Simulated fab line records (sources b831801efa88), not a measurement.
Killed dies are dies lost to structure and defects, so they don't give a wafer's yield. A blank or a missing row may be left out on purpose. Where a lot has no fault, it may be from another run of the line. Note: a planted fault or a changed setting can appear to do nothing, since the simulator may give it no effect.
A lot that was struck, set against a sound lot / flow sky130 / 43 steps out of a route of 708
Sound: the wafers L977.1, L977.2, L977.5. The struck wafers were L990.1, L990.2, L990.6. Last of all comes the cause.
Order at every step that has rows: each side's tool, ch and its chambers, its first start. Under that, the readings that differ: sound wafers / struck wafers / difference of the means / sigmas: that difference in standard deviations of wafers without a fault.
alike: same words and numbers on both sides, and readings whose means sit less than 2 such deviations apart. not compared: any withheld reading, any reading some wafer has no value for, any bound like >300 that may hide the same value, and any number with overlapping values for which the record gives no deviation.
The two part at a step that has a row with sigmas, a row that says differs or no value, or rows on one side only. Numbers that have no deviation but don't overlap get no sigmas and don't part them. A reading missing from all wafers of one side parts the sides only when that side holds two or more wafers.

first, 1 step without rows for these wafers: SKY_LDD_HVN_IMPLANT_08.
SKY_LDD_HVN_STRIP_09: strips in O2/N2.
  sound on plasma_asher-03 ch 0,1, day 23 13:23; struck on plasma_asher-03 ch 0,1, day 27 19:38
  alike: drypump_motor_current_A, oes_product_au, strip_time_to_endpoint_s
  not compared: rf_hours_counter_h
SKY_LDD_HVN_TW_MEAS_10:
  sound: film_metro-01 at day 23 13:29; struck: film_metro-04 at day 27 19:44
  alike: LDD_HVN_TW
then, 7 steps without rows for these wafers: SKY_LDD_HVP_DEHYDRATE_00 (time 60 s); SKY_LDD_HVP_HMDS_01 (prime time 60 s); SKY_LDD_HVP_COAT_02 (resist thk 300 nm); SKY_LDD_HVP_SOFTBAKE_03 (time 60 s); SKY_LDD_HVP_EXPOSE_04 (exposes mask HVPTM, target cd 700 nm); SKY_LDD_HVP_PEB_05; SKY_LDD_HVP_DEVELOP_06 (develop time 60 s).
SKY_LDD_HVP_OVL_MEAS_07:
  sound: overlay-02 at day 24 18:35; struck: overlay-01 at day 28 23:44
  alike: LDD_HVP_OVL
next, for these wafers, 1 step has no rows: SKY_LDD_HVP_IMPLANT_08.
SKY_LDD_HVP_STRIP_09: strips in O2/N2.
  sound on plasma_asher-04 ch 0,1, day 24 18:46; struck on plasma_asher-02 ch 0,1, day 28 23:55
  alike: drypump_motor_current_A, oes_product_au, strip_time_to_endpoint_s
  not compared: rf_hours_counter_h
SKY_LDD_HVP_TW_MEAS_10:
  sound: film_metro-02 at day 24 18:52; struck: film_metro-03 at day 29 00:01
reading=LDD_HVP_TW; sound=453 451 451; struck=463 464 463; difference=+12; sigmas=+3
then, 7 steps without rows for these wafers: SKY_LDD_LDN_DEHYDRATE_00 (time 60 s); SKY_LDD_LDN_HMDS_01 (prime time 60 s); SKY_LDD_LDN_COAT_02 (resist thk 1140 nm); SKY_LDD_LDN_SOFTBAKE_03 (time 60 s); SKY_LDD_LDN_EXPOSE_04 (exposes mask LDNTM, target cd 700 nm); SKY_LDD_LDN_PEB_05; SKY_LDD_LDN_DEVELOP_06 (develop time 60 s).
SKY_LDD_LDN_OVL_MEAS_07:
  sound: overlay-01 at day 26 00:12; struck: overlay-02 at day 30 02:43
  alike: LDD_LDN_OVL
then, 4 steps without rows for these wafers: SKY_LDD_LDN_IMPLANT_08; SKY_LDD_LDN_IMPLANT_09; SKY_LDD_LDN_IMPLANT_10; SKY_LDD_LDN_IMPLANT_11.
SKY_LDD_LDN_STRIP_12: strips in O2/N2.
  sound on plasma_asher-01 ch 0,1, day 26 00:50; struck on plasma_asher-02 ch 0,1, day 30 03:21
  alike: drypump_motor_current_A, oes_product_au, strip_time_to_endpoint_s
  not compared: rf_hours_counter_h
SKY_LDD_LDN_TW_MEAS_13:
  sound: film_metro-01 at day 26 00:56; struck: film_metro-02 at day 30 03:27
  alike: LDD_LDN_TW
then, 2 steps without rows for these wafers: SKY_LDD_LDN_CLEAN_14 (cleans in SC1/SC2, time 150 s); SKY_SPACER_CVD_00 (deposits Si3N4 from DCS/NH3, target thk 43.1 nm, time 740 s).
SKY_SPACER_THK_MEAS_01:
  sound: film_metro-02 at day 26 02:15; struck: film_metro-02 at day 30 05:41
  alike: SPACER_CVD_00_THK
SKY_SPACER_ETCHBACK_02: etches Si3N4 in CH3F/O2, stops on SiO2, time 46.7 s, target depth 45 nm.
  sound on rie_diel-01 ch 2,3, day 26 02:19; struck on rie_diel-02 ch 0,2,3, day 30 05:45
  alike: O2_flow_sccm, drypump_motor_current_A, oes_product_au, throttle_valve_pct
  not compared: rf_hours_counter_h
then, 8 steps without rows for these wafers: SKY_POLY_CUT_DEHYDRATE_00 (time 60 s); SKY_POLY_CUT_HMDS_01 (prime time 60 s); SKY_POLY_CUT_COAT_02 (resist thk 60 nm); SKY_POLY_CUT_COAT_03 (resist thk 450 nm); SKY_POLY_CUT_SOFTBAKE_04 (time 90 s); SKY_POLY_CUT_EXPOSE_05 (exposes mask NPCM, target cd 270 nm); SKY_POLY_CUT_PEB_06; SKY_POLY_CUT_DEVELOP_07 (develop time 60 s).
SKY_POLY_CUT_CD_MEAS_08: target cd 270 nm.
  sound: cd_sem-02 at day 27 07:09; struck: cd_sem-01 at day 31 09:42
  alike: cd_nm
SKY_POLY_CUT_OVL_MEAS_09:
  sound: overlay-02 at day 27 07:16; struck: overlay-02 at day 31 09:49
  alike: POLY_CUT_OVL
-- the record jumps here: 19 days lie between the struck wafers' starts before and after (it left off in module POLY_CUT and takes up again in module PAD_OPEN, whose first step shown is number 708 of the route) --
SKY_PAD_OPEN_PROBE_99:
  sound: prober-01 at day 47 15:20; struck: prober-01 at day 50 14:20
reading=killed_at_front_end; sound=13 11 13; struck=73 65 69; difference=+57; sigmas=+13
reading=killed_dies; sound=83 87 79; struck=128 134 146; difference=+53; sigmas=+6
  alike: killed_at_M0_to_M3, killed_at_M4_up, killed_at_contacts, killed_at_other, killed_open, killed_short

== WHERE THEY PART ==
At SKY_LDD_HVP_TW_MEAS_10 first; at SKY_PAD_OPEN_PROBE_99 last (within this record only).

WHY: the cause the simulator had injected
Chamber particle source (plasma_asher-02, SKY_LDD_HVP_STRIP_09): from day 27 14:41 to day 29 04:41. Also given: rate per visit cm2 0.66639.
